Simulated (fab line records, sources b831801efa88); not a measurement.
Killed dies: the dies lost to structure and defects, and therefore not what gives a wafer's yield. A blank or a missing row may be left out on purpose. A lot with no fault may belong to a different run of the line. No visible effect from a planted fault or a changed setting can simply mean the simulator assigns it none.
Comparing a struck lot with a sound one + flow sky130 + 43 out of 708 route steps
Sound: wafers L689.1, L689.3, L689.4. Struck: wafers L693.1, L693.2, L693.4. The cause comes at the end.
Order at every step that has rows: each side's tool, ch and its chambers, its first start. Under that, the readings that differ: sound wafers + struck wafers + difference of the means + sigmas: that difference in standard deviations of wafers without a fault.
alike: words and numbers the same on both sides, and readings whose means are apart by under 2 such deviations; not compared: readings that were withheld, readings missing a value for some wafer, numbers with overlapping values and no deviation given by the record, and bounds like >300 which may hide the same value.
Wherever a step has rows on one side only, a row that says differs or no value, or a row with sigmas, the two part there. Numbers that don't overlap but have no deviation are shown without sigmas and don't part them. A reading missing from all wafers of one side parts the sides only when that side holds two or more wafers.

SKY_SONOS_ONO_THK_MEAS_03:
  sound: film metro-01 at day 12 21:37; struck: film metro-01 at day 13 22:11
  alike: SONOS_ONO_CVD_02_THK
then, 1 step without rows for these wafers: SKY_SONOS_ONO_CVD_04 (deposits SiO2 from SiH4/N2O, target thk 5.7199 nm).
SKY_SONOS_ONO_THK_MEAS_05:
  sound: film metro-04 at day 12 22:55; struck: film metro-03 at day 13 23:29
  alike: SONOS_ONO_CVD_04_THK
then, 7 steps without rows for these wafers: SKY_SONOS_ONO_DEHYDRATE_06 (time 60 s); SKY_SONOS_ONO_HMDS_07 (prime time 60 s); SKY_SONOS_ONO_COAT_08 (resist thk 1140 nm); SKY_SONOS_ONO_SOFTBAKE_09 (time 60 s); SKY_SONOS_ONO_EXPOSE_10 (exposes mask ONOM, target cd 410 nm); SKY_SONOS_ONO_PEB_11; SKY_SONOS_ONO_DEVELOP_12 (develop time 60 s).
SKY_SONOS_ONO_CD_MEAS_13 targets a cd of 410 nm.
  sound: cd sem-01 at day 14 01:10; struck: cd sem-02 at day 15 01:49
  alike: cd nm
SKY_SONOS_ONO_OVL_MEAS_14:
  sound: overlay-02 at day 14 01:17; struck: overlay-02 at day 15 01:56
  alike: SONOS_ONO_OVL
SKY_SONOS_ONO_ETCH_15: etches the open film in CHF3/O2, target depth 19.52 nm, time 7.8 s.
  sound on rie diel-04 ch 0,2,3, day 14 01:19; struck on rie diel-01 ch 0,2,3, day 15 01:58
  alike: bias w, drypump motor current A, oes product au, throttle valve pct
  not compared: rf hours counter h
then, 1 step without rows for these wafers: SKY_SONOS_ONO_WET_ETCH_16 (etches SiO2 in dHF, target depth 14 nm, time 280 s).
SKY_SONOS_ONO_STRIP_17: strips in O2/N2.
  sound on plasma asher-02 ch 0,1, day 14 01:26; struck on plasma asher-01 ch 0,1, day 15 02:05
  alike: drypump motor current A, oes product au, strip time to endpoint s
  not compared: rf hours counter h
then, 3 steps without rows for these wafers: SKY_SONOS_ONO_WET_ETCH_18 (etches Si3N4 in H3PO4, target depth 15 nm, time 172 s); SKY_GATE_OXIDE_CLEAN_00 (cleans in SC1/SC2, time 150 s); SKY_GATE_OXIDE_OXIDATION_01 (stabilise 600 s, purge 300 s, target thk 10.268 nm).
SKY_GATE_OXIDE_THK_MEAS_02:
  sound: film metro-02 at day 14 05:22; struck: film metro-03 at day 15 03:42
  alike: GATE_OXIDE_OXIDATION_00_THK
then, 7 steps without rows for these wafers: SKY_GATE_OXIDE_DEHYDRATE_03 (time 60 s); SKY_GATE_OXIDE_HMDS_04 (prime time 60 s); SKY_GATE_OXIDE_COAT_05 (resist thk 1140 nm); SKY_GATE_OXIDE_SOFTBAKE_06 (time 60 s); SKY_GATE_OXIDE_EXPOSE_07 (exposes mask LVOM, target cd 600 nm); SKY_GATE_OXIDE_PEB_08; SKY_GATE_OXIDE_DEVELOP_09 (develop time 60 s).
SKY_GATE_OXIDE_OVL_MEAS_10:
  sound: overlay-01 at day 15 07:53; struck: overlay-02 at day 16 07:23
  alike: GATE_OXIDE_OVL
then, 2 steps without rows for these wafers: SKY_GATE_OXIDE_IMPLANT_11; SKY_GATE_OXIDE_WET_ETCH_12 (etches SiO2 in dHF, target depth 16.8 nm, time 336 s).
SKY_GATE_OXIDE_STRIP_13: strips in O2/N2.
  sound on plasma asher-01 ch 0,1, day 15 08:11; struck on plasma asher-01 ch 0,1, day 16 07:41
  alike: drypump motor current A, oes product au, strip time to endpoint s
  not compared: rf hours counter h
SKY_GATE_OXIDE_TW_MEAS_14:
  sound: film metro-02 at day 15 08:17; struck: film metro-03 at day 16 07:47
| reading       | sound       | struck      | difference | sigmas |
|---------------|-------------|-------------|------------|--------|
| GATE_OXIDE_TW | 228 227 228 | 220 219 220 | -8         | -2     |
then, 3 steps without rows for these wafers: SKY_GATE_OXIDE_CLEAN_15 (cleans in SC1/SC2, time 150 s); SKY_GATE_OXIDE_OXIDATION_16 (stabilise 600 s, purge 300 s, target thk 3.57 nm); SKY_POLY_GATE_CVD_00 (deposits poly-Si, target thk 180 nm, time 720 s).
SKY_POLY_GATE_THK_MEAS_01:
  sound: film metro-04 at day 15 11:07; struck: film metro-03 at day 16 17:09
  alike: POLY_GATE_CVD_00_THK
then, 7 steps without rows for these wafers: SKY_RES_PROTECT_DEHYDRATE_00 (time 60 s); SKY_RES_PROTECT_HMDS_01 (prime time 60 s); SKY_RES_PROTECT_COAT_02 (resist thk 1140 nm); SKY_RES_PROTECT_SOFTBAKE_03 (time 60 s); SKY_RES_PROTECT_EXPOSE_04 (exposes mask RPM, target cd 1270 nm); SKY_RES_PROTECT_PEB_05; SKY_RES_PROTECT_DEVELOP_06 (develop time 60 s).
-- a jump in the record: the struck wafers' starts before and after are 31 days apart (it breaks off in module RES_PROTECT and resumes in module PAD_OPEN, where the first step shown is number 708 of the route) --
SKY_PAD_OPEN_PROBE_99:
  record: rows for the struck wafers here (prober-01, day 47 16:03), none for the sound ones

## WHERE THEY PART
First at SKY_GATE_OXIDE_TW_MEAS_14; last, within this record, at SKY_PAD_OPEN_PROBE_99.

WHY: what the simulator had put in
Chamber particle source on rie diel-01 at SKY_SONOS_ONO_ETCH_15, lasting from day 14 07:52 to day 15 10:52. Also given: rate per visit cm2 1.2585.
